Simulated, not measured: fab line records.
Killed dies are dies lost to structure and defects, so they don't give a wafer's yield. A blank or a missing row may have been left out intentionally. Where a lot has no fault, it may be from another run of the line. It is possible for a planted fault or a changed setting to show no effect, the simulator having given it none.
Problem report, 8D (eight disciplines) form, completed by code -- flow sky130 -- the parts of the form that need people (team, actions taken, sign-off) are left out

== 1. THE PROBLEM ==
Wafers without a fault read 0.9 %, standard deviation 0.41; sort_bin_3_pad_short at SKY_PAD_OPEN_PROBE_99 reads a mean of 4.4 % on 2 wafers belonging to 2 lots. That is +8.5 standard deviations from the usual mean.
First seen on wafer L439.6, day 49 05:16, on prober-01. The record holds 9 wafers of 3 lots with a number at this step. By rule, "out" or "out of limits" means more than 4 standard deviations away from the usual mean. Any other wafer with a number is counted as sound.

== 2. WHAT IT IS AND WHAT IT IS NOT ==
question,is,is not
which readings at this step,"sort_bin_3_pad_short, defect_limited_yield, killed_at_M0_to_M3, killed_dies, sort_n_pass, sort_yield_pct","killed_at_M4_up, killed_at_contacts, killed_at_front_end, killed_at_other, killed_open, killed_short, sort_bin_6_memory"
which lots,"L439, L440",L444
which wafers of those lots,"L439.6, L440.2","L439.2, L439.5, L440.4, L440.5"
read on which tools,"prober-01, prober-02",-
when,from day 49 05:16,"up to then (2 sound wafers); but 5 sound wafers of L440, L444 came after"

== 3. WHAT RULES OUT EACH SUSPECT ==
Counting: a tool at a process step up to the reading stays a suspect if it ran every lot that is out. Sound lots after the first of them don't rule it out here, since some wafers of a struck lot are sound.
- pvd_sputter-01 at SKY_METAL3_SPUTTER_01 (material TiN, target thk 20 nm, time 16.7 s): kept. It ran every lot that is out, first L439 (day 40 16:11).
- cvd_w-01 at SKY_VIA4_CVD_18 (deposits W, target thk 505 nm, time 152.14 s): kept. It ran every lot that is out, first L439 (day 46 15:42).
- plasma_asher-01 at SKY_PAD_OPEN_STRIP_08 (strips in O2/N2): kept. It ran every lot that is out, first L439 (day 49 02:45).
The count leaves pvd_sputter-01 at SKY_METAL3_SPUTTER_01, cvd_w-01 at SKY_VIA4_CVD_18, and plasma_asher-01 at SKY_PAD_OPEN_STRIP_08.

== 4. THE CAUSE (what the simulator had put in) ==
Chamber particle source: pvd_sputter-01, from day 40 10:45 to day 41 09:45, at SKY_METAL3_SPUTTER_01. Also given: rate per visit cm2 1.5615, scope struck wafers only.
After counting, 3 suspects remain, this tool included.

== 5. SEQUENCE OF EFFECTS, ordered by route ==
Each row: a reading where the mean over the struck wafers with a number is more than 3 standard deviations away from the usual. Only readings for which the record gives a usual standard deviation are gone through. hours: the time from each lot's start at the first step in this table that gives one to its start at this step, as a median over the lots. sigmas: the change in usual standard deviations.
hours,step,reading,usual,on struck wafers,change,sigmas
0,SKY_PAD_OPEN_PROBE_99,defect_limited_yield,82.7 %,72.2,-10.5,-5.2
0,SKY_PAD_OPEN_PROBE_99,killed_at_M0_to_M3,43,106,+62,+8.4
0,SKY_PAD_OPEN_PROBE_99,killed_dies,85,137,+52,+5.2
0,SKY_PAD_OPEN_PROBE_99,sort_bin_3_pad_short,0.9 %,4.4,+3.5,+8.5
0,SKY_PAD_OPEN_PROBE_99,sort_bin_5_function,10.4 %,16.2,+5.8,+3.6
0,SKY_PAD_OPEN_PROBE_99,sort_n_pass,407,355,-52,-5.2
0,SKY_PAD_OPEN_PROBE_99,sort_yield_pct,82.7 %,72.2,-10.5,-5.2
Process steps it contains:
- SKY_PAD_OPEN_PROBE_99

== 6. WHAT WOULD HAVE CAUGHT IT SOONER ==
In this record the first reading out of limits was taken at day 49 05:16, 211 hours after the fault began at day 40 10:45.
An alarm limit of 4 standard deviations would not have fired on the tool readings at SKY_METAL3_SPUTTER_01 for which the record gives a usual standard deviation, since none of them was out on any struck wafer.
The start of SKY_METAL3_SPUTTER_01 on pvd_sputter-01 came by day 49 05:16 for every one of the lots that are out (2). Had the tool been put on hold then, not one of them would have been saved.
